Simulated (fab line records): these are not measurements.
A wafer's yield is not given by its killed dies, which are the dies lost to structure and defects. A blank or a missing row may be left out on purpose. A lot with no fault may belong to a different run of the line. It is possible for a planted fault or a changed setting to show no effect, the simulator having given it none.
Chamber matching | flow sky130 | 4 sister chambers for SKY_VIA3_CMP_24 on cmp-01
The step polishes, stops on SiO2, t overpolish 20 s, target thk 0 nm. 18 wafers are shown with their chamber, then 9 later ones without.

== WAFERS WITH THEIR CHAMBER ==
wafer  | chamber | motor current A (A) | slurry filter dp kPa (kPa) | overpolish run s (s)
L666.1 | 0       | 12.2                | 13.30                      | 20.010
L666.2 | 2       | 9.6                 | 13.57                      | 19.999
L666.5 | 2       | 9.8                 | 13.49                      | 20.000
L668.1 | 2       | 10.1                | 13.57                      | 19.987
L668.2 | 3       | 10.8                | 13.40                      | 19.984
L668.5 | 0       | 12.7                | 13.55                      | 20.020
L671.2 | 2       | 9.7                 | 13.50                      | 19.997
L671.3 | 0       | 12.0                | 13.56                      | 20.015
L671.4 | 3       | 11.3                | 13.69                      | 19.999
L673.2 | 1       | 9.8                 | 13.34                      | 20.005
L673.3 | 3       | 10.8                | 13.65                      | 20.007
L673.6 | 1       | 10.0                | 13.57                      | 20.005
L674.1 | 2       | 10.2                | 13.56                      | 20.014
L674.2 | 0       | 12.2                | 13.31                      | 19.991
L674.5 | 3       | 11.5                | 13.66                      | 20.006
L675.1 | 0       | 12.7                | 13.65                      | 20.002
L675.5 | 0       | 11.9                | 13.56                      | 20.012
L675.6 | 1       | 10.2                | 13.38                      | 20.009

SIGNATURES (means of the wafers above)
reading              | chamber 0 | chamber 1 | chamber 2 | chamber 3 | scatter within a chamber
motor current A      | 12.283    | 10.000    | 9.880     | 11.100    | 0.307
slurry filter dp kPa | 13.4883   | 13.4300   | 13.5380   | 13.6000   | 0.119
overpolish run s     | 20.00833  | 20.00633  | 19.99940  | 19.99900  | 0.00948
Rule: a wafer's distance from a chamber is the root of the sum, over the readings, of the square of ((its reading less the chamber's mean) divided by the reading's scatter). The wafer belongs to the nearest chamber; if the next one is less than 2 further off, it can't be placed. The scatter: the root of (the sum of the squares of (reading less its chamber's mean) over the shown wafers, divided by (wafers less chambers)).

== WAFERS MISSING THEIR CHAMBER ==
wafer  | motor current A (A) | slurry filter dp kPa (kPa) | overpolish run s (s)
L684.1 | 11.9                | 13.50                      | 20.004
L684.2 | 10.7                | 13.55                      | 20.008
L684.5 | 11.8                | 13.52                      | 19.994
L685.1 | 10.0                | 13.31                      | 19.997
L685.2 | 9.7                 | 13.63                      | 19.989
L685.4 | 11.9                | 13.77                      | 20.007
L686.1 | 11.2                | 13.62                      | 19.993
L686.3 | 11.3                | 13.53                      | 19.977
L686.4 | 10.5                | 13.49                      | 19.997

== CHAMBER TAKEN BY EACH ==
wafer  | from the rows above          | in truth
L684.1 | can't be placed: 0 or 3      | 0
L684.2 | can't be placed: 3 or 1 or 2 | 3
L684.5 | can't be placed: 0 or 3      | 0
L685.1 | can't be placed: 1 or 2      | 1
L685.2 | can't be placed: 2 or 1      | 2
L685.4 | can't be placed: 0 or 3      | 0
L686.1 | 3                            | 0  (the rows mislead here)
L686.3 | 3                            | 3
L686.4 | can't be placed: 1 or 2 or 3 | 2
Placed correctly: 1 of 9. Not placeable from these rows: 7 (in 7, the candidates include the true chamber). 1 placed wrongly.
